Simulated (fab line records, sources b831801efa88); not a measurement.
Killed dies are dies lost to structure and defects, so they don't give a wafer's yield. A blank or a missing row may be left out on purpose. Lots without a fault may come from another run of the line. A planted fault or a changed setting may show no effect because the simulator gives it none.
fab line records | flow gf180mcu
record lots=5 wafers=15 last_day=33
route steps=602 shown V3@431
lots that met no fault: from a run of the same line without faults
start_h: hours from the record's first day to the start of the lot's first wafer shown | wait_h: hours since the lot's step before | " the same as in the row above | L1.1+2: a row that stands for several wafers | - no value, or no start given | * or withheld: withheld | < > ~ a bound
route shown NAME@n: a module of which the file shows steps, and the number in the route of the first | usual: mean/standard deviation of fault-free wafers | same: alike in all rows | chamber/n: place in a boat | sites: the reading at each site | _std_site: their standard deviation | _edge_site: outer sites' mean less inner sites' | radius_mm: how far each site lies from the wafer's centre | mask NAME#n: copy n | behind: the tool/chamber that last shaped the wafer | hold: why the lot was held/for how many hours/how that ended | device: the transistor (n, p or np) that didn't switch | end of line: the same wafers' tests at the end of the route | a step without rows: its recipe alone | killed: dies lost to structure and defects at the first sort, not the wafer's yield | map: a wafer's dies, x killed, . not, _ none there
set.NAME: the setting as run; set.NAME@STEP: as run at that earlier step | model.NAME: the simulator's own value behind a step, which no gauge read
lots at some steps of the route; a table a step, a row a wafer
services: from which hour (start_h, from the record's first day; less than 0 if before it) a tool's chamber was out of use, for how many hours, and why
## steps
# step GF_V3_CVD_02
# recipe material=SiO2 target_thk_nm=850 precursor=TEOS temp_c=400 time_s=94.851 rf_w=600
# usual heater_power_w=660/90 rf_fwd_power_W=596.2/1.8
# columns lot.wafer tool chamber start_h wait_h heater_power_w rf_fwd_power_W
L075.1 pecvd-03 2 503.11 0.1 737 597.9
L075.5 " 1 " " 547 598.7
L075.6 " 0 " " 595 596.9
L078.1 pecvd-03 1 532.14 0.1 654 596.6
L078.3 " 0 " " 611 600.8
L078.4 " 2 " " 695 597.0
L079.2 pecvd-03 2 544.73 0.0 815 596.9
L079.5 " 1 " " 531 593.7
L079.6 " 2 " " 857 598.4
L080.2 pecvd-03 1 566.34 0.0 679 597.1
L080.5 " 1 " " 544 598.1
L080.6 " 2 " " 694 597.6
L090.2 pecvd-03 1 630.47 0.0 687 593.1
L090.3 " 0 " " 651 596.6
L090.5 " 1 " " 548 596.0
# step GF_V3_THK_MEAS_03
# recipe reads=SiO2_of_V3_CVD_02
# usual V3_CVD_02_THK=851/11
# columns lot.wafer tool chamber start_h wait_h V3_CVD_02_THK[nm]
L075.1 film_metro-02 - 503.18 0.0 832
L075.5 " - " " 849
L075.6 " - " " 846
L078.1 film_metro-02 - 532.21 0.0 853
L078.3 " - " " 852
L078.4 " - " " 855
L079.2 film_metro-02 - 544.81 0.0 869
L079.5 " - " " 880
L079.6 " - " " 874
L080.2 film_metro-01 - 566.42 0.0 840
L080.5 " - " " 865
L080.6 " - " " 862
L090.2 film_metro-04 - 630.55 0.0 850
L090.3 " - " " 836
L090.5 " - " " 855
# step GF_V3_CMP_04
# recipe material=SiO2 down_force_psi=4 platen_rpm=60 pad_velocity_m_s=0.94248
# usual motor_current_A=11.6/0.81 time_to_endpoint_s=80/5.4
# columns lot.wafer tool chamber start_h wait_h motor_current_A time_to_endpoint_s
L075.1 cmp-01 0 503.29 0.1 13.7 72
L075.5 " 3 " " 11.5 80
L075.6 " 0 " " 13.5 79
L078.1 cmp-02 1 532.27 0.1 11.8 88
L078.3 " 2 " " 11.6 82
L078.4 " 0 " " 11.1 84
L079.2 cmp-01 3 545.01 0.2 11.7 91
L079.6 " 0 " " 12.8 89
L079.5 " 1 " " 11.0 96
L080.2 cmp-01 0 566.59 0.2 13.7 73
L080.6 " 0 " " 12.7 81
L080.5 " 1 " " 11.1 84
L090.2 cmp-01 3 630.65 0.1 11.8 82
L090.3 " 0 " " 12.8 74
L090.5 " 3 " " 11.9 82
# step GF_V3_BOW_MEAS_05
# recipe mode=bow
# usual V3_BOW=120/8.6
# columns lot.wafer tool chamber start_h wait_h V3_BOW[um]
L075.1 film_metro-01 - 503.54 0.2 115
L075.5 " - " " 112
L075.6 " - " " 111
L078.1 film_metro-01 - 532.57 0.2 126
L078.3 " - " " 122
L078.4 " - " " 128
L079.2 film_metro-01 - 545.18 0.1 111
L079.5 " - " " 121
L079.6 " - " " 110
L080.2 film_metro-01 - 566.91 0.3 116
L080.5 " - " " 115
L080.6 " - " " 108
L090.2 film_metro-02 - 630.92 0.2 123
L090.3 " - " " 120
L090.5 " - " " 124
# step GF_V3_DEHYDRATE_06
# recipe temp_c=200 time_s=60
# usual chill_plate_temp_C=22.98/0.11 plate_temp_C=199.98/0.17
# columns lot.wafer tool chamber start_h wait_h chill_plate_temp_C plate_temp_C
L075.1 litho_track-04 0 515.54 12.0 23.04 199.81
L075.5 " 0 " " 22.96 199.79
L075.6 " 0 " " 22.95 199.62
L078.1 litho_track-03 0 543.13 10.5 23.00 199.66
L078.3 " 0 " " 22.90 199.91
L078.4 " 0 " " 22.84 199.60
L079.2 litho_track-04 0 555.96 10.8 22.90 200.08
L079.5 " 0 " " 22.84 200.17
L079.6 " 0 " " 22.90 200.11
L080.2 litho_track-04 0 576.91 10.0 23.06 199.71
L080.5 " 0 " " 22.89 199.70
L080.6 " 0 " " 22.91 199.86
L090.2 litho_track-03 0 640.05 9.1 23.01 200.04
L090.3 " 0 " " 22.86 199.90
L090.5 " 0 " " 22.90 200.18
# step GF_V3_HMDS_07
# recipe prime_time_s=60 prime_temp_c=120
# usual chill_plate_temp_C=22.99/0.11
# columns lot.wafer tool chamber start_h wait_h chill_plate_temp_C
L075.1 litho_track-04 0 515.69 0.1 23.12
L075.5 " 0 " " 22.90
L075.6 " 0 " " 23.02
L078.1 litho_track-03 0 543.28 0.1 22.99
L078.3 " 0 " " 22.97
L078.4 " 0 " " 22.90
L079.2 litho_track-04 0 556.11 0.1 22.88
L079.5 " 0 " " 22.99
L079.6 " 0 " " 22.92
L080.2 litho_track-04 0 577.06 0.1 22.97
L080.5 " 0 " " 22.91
L080.6 " 0 " " 23.14
L090.2 litho_track-03 0 640.20 0.1 22.92
L090.3 " 0 " " 23.01
L090.5 " 0 " " 23.16
# step GF_V3_COAT_08
# recipe resist=BARC temp_c=withheld time_s=withheld spin_rpm=withheld resist_thk_nm=withheld
# usual chill_plate_temp_C=*
# columns lot.wafer tool chamber start_h wait_h chill_plate_temp_C
L075.1 litho_track-04 0 515.84 0.1 *
L075.5 " 0 " " *
L075.6 " 0 " " *
L078.1 litho_track-03 0 543.43 0.1 *
L078.3 " 0 " " *
L078.4 " 0 " " *
L079.2 litho_track-04 0 556.26 0.1 *
L079.5 " 0 " " *
L079.6 " 0 " " *
L080.2 litho_track-04 0 577.21 0.1 *
L080.5 " 0 " " *
L080.6 " 0 " " *
L090.2 litho_track-03 0 640.35 0.1 *
L090.3 " 0 " " *
L090.5 " 0 " " *
# step GF_V3_COAT_09
# recipe resist=KrF spin_rpm=withheld resist_thk_nm=1000
# usual chill_plate_temp_C=22.98/0.1
# columns lot.wafer tool chamber start_h wait_h chill_plate_temp_C
L075.1 litho_track-04 0 - - 23.00
L075.5 " 0 " " 22.78
L075.6 " 0 " " 22.92
L078.1 litho_track-03 0 - - 22.94
L078.3 " 0 " " 22.95
L078.4 " 0 " " 22.92
L079.2 litho_track-04 0 - - 23.12
L079.5 " 0 " " 23.13
L079.6 " 0 " " 23.25
L080.2 litho_track-04 0 - - 22.87
L080.5 " 0 " " 22.82
L080.6 " 0 " " 22.89
L090.2 litho_track-03 0 - - 23.03
L090.3 " 0 " " 22.79
L090.5 " 0 " " 22.97
# step GF_V3_SOFTBAKE_10
# recipe temp_c=130 time_s=60 resist=KrF
# usual chill_plate_temp_C=23.00/0.096 plate_temp_C=130.00/0.12
# columns lot.wafer tool chamber start_h wait_h chill_plate_temp_C plate_temp_C
L075.1 litho_track-04 0 - - 23.08 129.92
L075.5 " 0 " " 22.84 129.76
L075.6 " 0 " " 23.07 129.95
L078.1 litho_track-03 0 - - 23.09 130.04
L078.3 " 0 " " 22.89 130.10
L078.4 " 0 " " 22.94 130.01
L079.2 litho_track-04 0 - - 22.95 129.94
L079.5 " 0 " " 23.05 129.84
L079.6 " 0 " " 23.06 130.20
L080.2 litho_track-04 0 - - 23.07 130.16
L080.5 " 0 " " 23.12 129.97
L080.6 " 0 " " 23.07 130.12
L090.2 litho_track-03 0 - - 23.13 129.96
L090.3 " 0 " " 23.13 129.87
L090.5 " 0 " " 22.96 129.79
# step GF_V3_EXPOSE_11
# recipe mask_id=Via3 target_cd_nm=260 na=0.68 source_shape=conventional sigma_outer=0.6 dose_mj=38
# usual stage_vel_mm_s=499.95/0.24
# columns lot.wafer tool chamber start_h wait_h mask stage_vel_mm_s
L075.1 krf_scanner-02 0 - - Via3#0 500.18
L075.5 " 0 " " Via3#0 499.99
L075.6 " 0 " " Via3#0 500.07
L078.1 krf_scanner-02 0 - - Via3#0 500.15
L078.3 " 0 " " Via3#0 499.98
L078.4 " 0 " " Via3#0 499.95
L079.2 krf_scanner-02 0 - - Via3#0 500.28
L079.5 " 0 " " Via3#0 499.80
L079.6 " 0 " " Via3#0 500.32
L080.2 krf_scanner-02 0 - - Via3#0 500.24
L080.5 " 0 " " Via3#0 499.92
L080.6 " 0 " " Via3#0 499.84
L090.2 krf_scanner-02 0 - - Via3#0 499.49
L090.3 " 0 " " Via3#0 499.69
L090.5 " 0 " " Via3#0 499.56
# step GF_V3_PEB_12
# recipe peb_temp_c=135 peb_time_s=90 resist=KrF
# usual chill_plate_temp_C=22.99/0.11 plate_temp_C=134.99/0.14
# columns lot.wafer tool chamber start_h wait_h chill_plate_temp_C plate_temp_C
L075.1 litho_track-03 0 - - 23.09 135.20
L075.5 " 0 " " 22.91 135.18
L075.6 " 0 " " 23.05 135.16
L078.1 litho_track-03 0 - - 22.85 135.15
L078.3 " 0 " " 22.81 135.03
L078.4 " 0 " " 22.97 135.01
L079.2 litho_track-04 0 - - 22.92 134.81
L079.5 " 0 " " 22.88 134.98
L079.6 " 0 " " 22.78 134.96
L080.2 litho_track-02 0 - - 22.91 134.92
L080.5 " 0 " " 22.90 135.10
L080.6 " 0 " " 23.07 134.87
L090.2 litho_track-04 0 - - 22.84 134.85
L090.3 " 0 " " 22.81 134.67
L090.5 " 0 " " 22.80 135.02
# step GF_V3_DEVELOP_13
# recipe develop_time_s=60 resist=KrF dev_temp_c=21
# usual chill_plate_temp_C=23.00/0.1
# columns lot.wafer tool chamber start_h wait_h chill_plate_temp_C
L075.1 litho_track-03 0 526.83 0.2 22.98
L075.5 " 0 " " 22.82
L075.6 " 0 " " 22.96
L078.1 litho_track-03 0 554.73 0.2 22.86
L078.3 " 0 " " 22.79
L078.4 " 0 " " 23.00
L079.2 litho_track-04 0 567.86 0.2 22.95
L079.5 " 0 " " 22.87
L079.6 " 0 " " 22.85
L080.2 litho_track-02 0 588.28 0.2 23.21
L080.5 " 0 " " 23.09
L080.6 " 0 " " 23.05
L090.2 litho_track-04 0 650.61 0.2 23.02
L090.3 " 0 " " 23.06
L090.5 " 0 " " 23.00
# step GF_V3_CD_MEAS_14
# recipe target_cd_nm=260
# usual cd_nm=260.2/1.1
# columns lot.wafer tool chamber start_h wait_h cd_nm
L075.1 cd_sem-01 - 526.98 0.1 259.2
L075.5 " - " " 260.4
L075.6 " - " " 259.5
L078.1 cd_sem-02 - 554.88 0.1 260.1
L078.3 " - " " 260.8
L078.4 " - " " 260.2
L079.2 cd_sem-02 - 568.01 0.1 262.0
L079.5 " - " " 261.5
L079.6 " - " " 261.9
L080.2 cd_sem-01 - 588.43 0.1 261.6
L080.5 " - " " 260.8
L080.6 " - " " 261.6
L090.2 cd_sem-02 - 650.75 0.1 258.7
L090.3 " - " " 259.9
L090.5 " - " " 260.8
# step GF_V3_OVL_MEAS_15
# usual V3_OVL=-4/4.9
# columns lot.wafer tool chamber start_h wait_h V3_OVL[nm]
L075.1 overlay-01 - 527.10 0.1 1
L075.5 " - " " -2
L075.6 " - " " 1
L078.1 overlay-01 - 555.00 0.1 -9
L078.3 " - " " -6
L078.4 " - " " -8
L079.2 overlay-02 - 568.11 0.1 -3
L079.5 " - " " -8
L079.6 " - " " -2
L080.2 overlay-01 - 588.53 0.1 1
L080.5 " - " " 3
L080.6 " - " " 6
L090.2 overlay-02 - 650.86 0.1 6
L090.3 " - " " -3
L090.5 " - " " -5
# step GF_V3_ETCH_16
# recipe chemistry=N2/H2 target_depth_a=withheld overetch_a=withheld time_s=withheld target=BARC ion_energy_ev=200 source_w=500 bias_w=100 pressure_mtorr=30 n2_flow_sccm=100 h2_flow_sccm=200
# usual drypump_motor_current_A=5.8/0.6 oes_product_au=0.855/0.005 rf_fwd_power_W=494.3/2.3 throttle_valve_pct=13.226/0.0096
# columns lot.wafer tool chamber start_h wait_h drypump_motor_current_A oes_product_au rf_fwd_power_W throttle_valve_pct
L075.1 rie_diel-04 2 527.13 0.0 6.5 0.861 492.4 13.228
L075.5 " 2 " " 6.5 0.858 493.6 13.217
L075.6 " 3 " " 5.3 0.861 494.0 13.233
L078.1 rie_diel-02 3 555.03 0.0 5.7 0.859 499.0 13.213
L078.3 " 0 " " 5.7 0.853 499.7 13.226
L078.4 " 2 " " 4.8 0.855 492.5 13.221
L079.2 rie_diel-02 1 568.14 0.0 5.7 0.863 498.8 13.232
L079.5 " 2 " " 4.9 0.858 494.8 13.225
L079.6 " 3 " " 5.7 0.861 496.8 13.229
L080.2 rie_diel-03 3 588.56 0.0 6.4 0.852 495.6 13.230
L080.5 " 2 " " 5.8 0.855 494.9 13.229
L080.6 " 1 " " 5.6 0.859 491.8 13.227
L090.2 rie_diel-04 0 650.89 0.0 6.7 0.849 492.8 13.227
L090.3 " 3 " " 5.3 0.851 494.4 13.207
L090.5 " 1 " " 5.0 0.854 493.7 13.227
# step GF_V3_ETCH_17
# recipe chemistry=C4F8/O2/Ar mask_material=KrF target=SiO2 stop_on=TiN source_w=1500 bias_w=1200 pressure_mtorr=40 c4f8_flow_sccm=withheld O2_flow_sccm=6 Ar_flow_sccm=300 time_s=withheld target_depth_a=6350
# usual oes_product_au=0.855/0.0047 rf_fwd_power_W=1492/5
# columns lot.wafer tool chamber start_h wait_h oes_product_au rf_fwd_power_W
L075.1 rie_diel-04 2 - - 0.861 1489
L075.5 " 2 " " 0.857 1489
L075.6 " 3 " " 0.860 1500
L078.1 rie_diel-02 3 - - 0.849 1493
L078.3 " 0 " " 0.858 1495
L078.4 " 2 " " 0.864 1487
L079.2 rie_diel-02 1 - - 0.851 1498
L079.5 " 2 " " 0.856 1490
L079.6 " 3 " " 0.864 1500
L080.2 rie_diel-03 3 - - 0.858 1495
L080.5 " 2 " " 0.854 1501
L080.6 " 1 " " 0.849 1488
L090.2 rie_diel-04 0 - - 0.854 1495
L090.3 " 3 " " 0.845 1501
L090.5 " 1 " " 0.850 1491
# step GF_V3_STRIP_18
# recipe chemistry=O2/N2 power_w=1400 pressure_mtorr=1500 platen_temp_c=250 o2_flow_sccm=3000 n2_flow_sccm=300 overash_fraction=0.5
# usual drypump_motor_current_A=5.66/0.29 heater_power_w=353/32 oes_product_au=0.592/0.0051
# columns lot.wafer tool chamber start_h wait_h drypump_motor_current_A heater_power_w oes_product_au rf_hours_counter_h
L075.1 plasma_asher-03 1 527.26 - 5.77 377 0.588 43
L075.5 " 1 " " 5.79 381 0.597 -
L075.6 " 0 " " 5.85 314 0.591 -
L078.1 plasma_asher-04 0 555.16 - 5.63 330 0.593 80
L078.3 " 0 " " 5.67 329 0.594 -
L078.4 " 1 " " 5.66 300 0.587 -
L079.2 plasma_asher-03 1 568.27 - 5.80 383 0.595 47
L079.5 " 1 " " 5.82 379 0.584 -
L079.6 " 0 " " 5.85 330 0.596 -
L080.2 plasma_asher-03 0 588.69 - 5.85 324 0.591 49
L080.5 " 0 " " 5.84 315 0.589 -
L080.6 " 1 " " 5.82 378 0.589 -
L090.2 plasma_asher-04 1 651.02 - 5.63 296 0.592 90
L090.3 " 1 " " 5.65 298 0.596 -
L090.5 " 1 " " 5.66 305 0.596 -
# step GF_V3_STRIP_19
# recipe chemistry=post_etch_residue_remover time_s=1200 temp_c=72.5
# usual bath_guard_temp_C=72.4/0.37
# columns lot.wafer tool chamber start_h wait_h bath_guard_temp_C
L075.1 wet_bench-02 2 527.36 0.1 72.0
L075.5 " 2 " " 72.1
L075.6 " 2 " " 72.1
L078.1 wet_bench-02 0 555.26 0.1 72.5
L078.3 " 0 " " 72.6
L078.4 " 0 " " 71.9
L079.2 wet_bench-01 3 568.37 0.1 72.1
L079.5 " 3 " " 72.1
L079.6 " 3 " " 72.1
L080.2 wet_bench-04 3 588.79 0.1 72.3
L080.5 " 3 " " 71.7
L080.6 " 3 " " 72.1
L090.2 wet_bench-04 2 651.12 0.1 72.1
L090.3 " 2 " " 72.0
L090.5 " 2 " " 71.9
# step GF_V3_CLEAN_20
# recipe chemistry=DIW dry=n2_spin
# columns lot.wafer tool chamber start_h wait_h
L075.1+5+6 wet_bench-04 2 527.71 0.0
L078.1+3+4 wet_bench-01 1 555.61 0.0
L079.2+5+6 wet_bench-02 2 568.74 0.0
L080.2+5+6 wet_bench-02 3 589.13 0.0
L090.2+3+5 wet_bench-01 0 651.46 0.0
# step GF_V3_SPUTTER_21
# recipe material=Ti target_thk_nm=15 chamber_pressure_pa=5 power_w=2500 substrate_temp_c=200 time_s=80.02
# usual throttle_valve_pct=30.4/1.1
# columns lot.wafer tool chamber start_h wait_h throttle_valve_pct
L075.1 pvd_sputter-02 - 527.81 0.0 29.9
L075.5 " - " " 30.9
L075.6 " - " " 29.8
L078.1 pvd_sputter-01 - 555.70 0.0 30.0
L078.3 " - " " 33.1
L078.4 " - " " 30.4
L079.2 pvd_sputter-01 - 568.84 0.0 30.1
L079.5 " - " " 33.2
L079.6 " - " " 30.0
L080.2 pvd_sputter-04 - 589.23 0.0 30.0
L080.5 " - " " 30.0
L080.6 " - " " 29.7
L090.2 pvd_sputter-04 - 651.55 0.0 30.2
L090.3 " - " " 29.8
L090.5 " - " " 29.9
# step GF_V3_SPUTTER_22
# recipe material=TiN target_thk_nm=10 chamber_pressure_pa=5 power_w=4000 time_s=40
# usual throttle_valve_pct=30.4/1.1
# columns lot.wafer tool chamber start_h wait_h throttle_valve_pct
L075.1 pvd_sputter-02 - 527.87 0.0 29.5
L075.5 " - " " 30.8
L075.6 " - " " 29.8
L078.1 pvd_sputter-01 - 555.76 0.0 30.2
L078.3 " - " " 33.1
L078.4 " - " " 30.8
L079.2 pvd_sputter-01 - 568.90 0.0 30.6
L079.5 " - " " 33.2
L079.6 " - " " 29.9
L080.2 pvd_sputter-04 - 589.29 0.0 30.0
L080.5 " - " " 30.2
L080.6 " - " " 29.6
L090.2 pvd_sputter-04 - 651.61 0.0 30.0
L090.3 " - " " 29.9
L090.5 " - " " 29.8
# step GF_V3_CVD_23
# recipe material=W target_thk_nm=350 time_s=104.9 temp_c=400 pressure_torr=40
# usual heater_power_w=881/150
# columns lot.wafer tool chamber start_h wait_h heater_power_w
L075.1 cvd_w-02 1 527.91 0.0 1045
L075.5 " 0 " " 832
L075.6 " 1 " " 1063
L078.1 cvd_w-02 0 555.80 0.0 848
L078.3 " 1 " " 1078
L078.4 " 0 " " 837
L079.2 cvd_w-02 0 568.94 0.0 838
L079.5 " 0 " " 854
L079.6 " 1 " " 1084
L080.2 cvd_w-02 0 589.33 0.0 854
L080.5 " 0 " " 841
L080.6 " 1 " " 1052
L090.2 cvd_w-02 1 651.65 0.0 1059
L090.3 " 1 " " 1086
L090.5 " 1 " " 1097
# step GF_V3_RS_MEAS_24
# recipe thk_meas_gauge=four-point-probe reads=W_of_V3_CVD_23+TiN_of_V3_SPUTTER_22+Ti_of_V3_SPUTTER_21
# usual V3_W_RS=0.324/0.0051
# columns lot.wafer tool chamber start_h wait_h V3_W_RS[ohm/sq]
L075.1 film_metro-02 - 528.02 0.1 0.317
L075.5 " - " " 0.327
L075.6 " - " " 0.317
L078.1 film_metro-02 - 555.91 0.1 0.332
L078.3 " - " " 0.322
L078.4 " - " " 0.328
L079.2 film_metro-02 - 569.07 0.1 0.330
L079.5 " - " " 0.328
L079.6 " - " " 0.322
L080.2 film_metro-02 - 589.46 0.1 0.327
L080.5 " - " " 0.329
L080.6 " - " " 0.316
L090.2 film_metro-04 - 651.79 0.1 0.319
L090.3 " - " " 0.319
L090.5 " - " " 0.321
## services
# columns tool chamber start_h hours kind
rie_diel-03 1 481.66 2.3 repair
rie_diel-02 - 481.95 0.1 repair
rie_diel-03 0 484.98 7.0 repair
pvd_sputter-02 - 490.01 0.5 repair
rie_diel-03 3 496.84 4.2 repair
rie_diel-04 2 498.91 4.0 repair
rie_diel-03 1 510.66 10.4 repair
rie_diel-02 1 536.00 4.2 repair
pecvd-03 - 536.07 1.3 repair
krf_scanner-02 - 539.78 0.8 pm
cvd_w-02 - 560.86 1.0 repair
krf_scanner-02 - 563.14 1.0 pm
rie_diel-02 - 571.68 1.0 repair
cmp-01 - 572.26 0.3 repair
rie_diel-02 - 582.06 2.0 repair
rie_diel-02 - 584.53 0.4 repair
cmp-01 - 586.73 2.3 repair
rie_diel-02 - 589.64 2.8 pm
krf_scanner-02 - 602.03 10.1 repair
wet_bench-01 - 602.85 2.7 repair
rie_diel-04 0 612.49 2.7 repair
rie_diel-02 3 616.77 1.2 repair
rie_diel-02 2 617.64 9.3 repair
rie_diel-02 3 632.86 6.4 repair
## key
fault none
